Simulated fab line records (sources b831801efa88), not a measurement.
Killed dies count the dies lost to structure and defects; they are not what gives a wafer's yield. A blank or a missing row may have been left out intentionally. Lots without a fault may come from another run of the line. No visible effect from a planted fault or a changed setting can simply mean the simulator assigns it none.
Struck lot and sound lot, side by side :: flow sky130 :: 18 out of 708 route steps
Sound: wafers L192.1, L192.2, L192.4. Wafers struck: L203.3, L203.4, L203.6. Last of all comes the cause.
Order at every step that has rows: each side's tool, ch and its chambers, its first start. Under that, the readings that differ: sound wafers :: struck wafers :: difference of the means :: sigmas: that difference in standard deviations of wafers without a fault.
alike: readings with means less than 2 such deviations apart, plus words and numbers identical on both sides. not compared: withheld readings, readings lacking a value on some wafer, bounds such as >300 that could conceal the same value, and numbers that have no deviation in the record and whose values overlap.
A row with sigmas, a row that says differs or no value, or rows on one side alone: a step with any of these is where the two part. Numbers that have no deviation but don't overlap get no sigmas and don't part them. A reading that every wafer of one side lacks parts them only if that side has two wafers or more.

first, 3 steps without rows for these wafers: SKY_LDD_P_EXPOSE_04 (exposes mask PSDM, target cd 380 nm); SKY_LDD_P_PEB_05; SKY_LDD_P_DEVELOP_06 (develop time 60 s).
SKY_LDD_P_CD_MEAS_07: the cd target is 380 nm.
  struck on cd_sem-02, day 24 18:21; sound on cd_sem-02, day 20 08:40
  alike: cd_nm
SKY_LDD_P_OVL_MEAS_08:
  struck on overlay-01, day 24 18:26; sound on overlay-01, day 20 08:47
  alike: LDD_P_OVL
following that, these wafers have no rows for 1 step: SKY_LDD_P_IMPLANT_09.
SKY_LDD_P_STRIP_10: strips in O2/N2.
  sound on plasma_asher-03 ch 0,1, day 20 08:58; struck on plasma_asher-03 ch 0,1, day 24 18:39
  alike: chamber_pressure_mTorr, drypump_motor_current_A, oes_product_au, strip_time_to_endpoint_s
  not compared: rf_hours_counter_h
SKY_LDD_P_TW_MEAS_11:
  struck on film_metro-03, day 24 18:44; sound on film_metro-04, day 20 09:04
  alike: LDD_P_TW
then, 4 steps without rows for these wafers: SKY_LDD_HVN_DEHYDRATE_00 (time 60 s); SKY_LDD_HVN_HMDS_01 (prime time 60 s); SKY_LDD_HVN_COAT_02 (resist thk 300 nm); SKY_LDD_HVN_SOFTBAKE_03 (time 60 s).
SKY_LDD_HVN_EXPOSE_04: exposes mask HVNTM, target cd 700 nm.
  sound on iline_stepper-02 ch 0, day 21 00:07; struck on iline_stepper-02 ch 0, day 25 08:55
reading: model.LDD_HVN.overlay_x_nm (nm)
sound: 0.8447 0.8447 0.8447
struck: 156.7 156.7 156.7
difference: +155.9
sigmas: 
  alike: mask
then, 2 steps without rows for these wafers: SKY_LDD_HVN_PEB_05; SKY_LDD_HVN_DEVELOP_06 (develop time 60 s).
SKY_LDD_HVN_OVL_MEAS_07:
  struck on overlay-02, day 25 23:47; sound on overlay-01, day 21 14:49
reading: LDD_HVN_OVL (nm)
sound: 1.5 1.1 1.4
struck: 155.2 154.6 156.6
difference: +154.1
sigmas: +99 or more
following that, these wafers have no rows for 1 step: SKY_LDD_HVN_IMPLANT_08.
-- the record jumps here: 23 days lie between the struck wafers' starts before and after (it left off in module LDD_HVN and takes up again in module PAD_OPEN, whose first step shown is number 708 of the route) --
SKY_PAD_OPEN_PROBE_99:
  struck on prober-02, day 49 08:59; sound on prober-02, day 46 11:01
  alike: killed_at_M0_to_M3, killed_at_M4_up, killed_at_contacts, killed_at_front_end, killed_at_other, killed_dies, killed_open, killed_short

## WHERE THEY PART
Only at SKY_LDD_HVN_OVL_MEAS_07, as far as this record shows. Later steps at which nothing parts them and some readings are alike: SKY_PAD_OPEN_PROBE_99.

WHY: what had been put in by the simulator
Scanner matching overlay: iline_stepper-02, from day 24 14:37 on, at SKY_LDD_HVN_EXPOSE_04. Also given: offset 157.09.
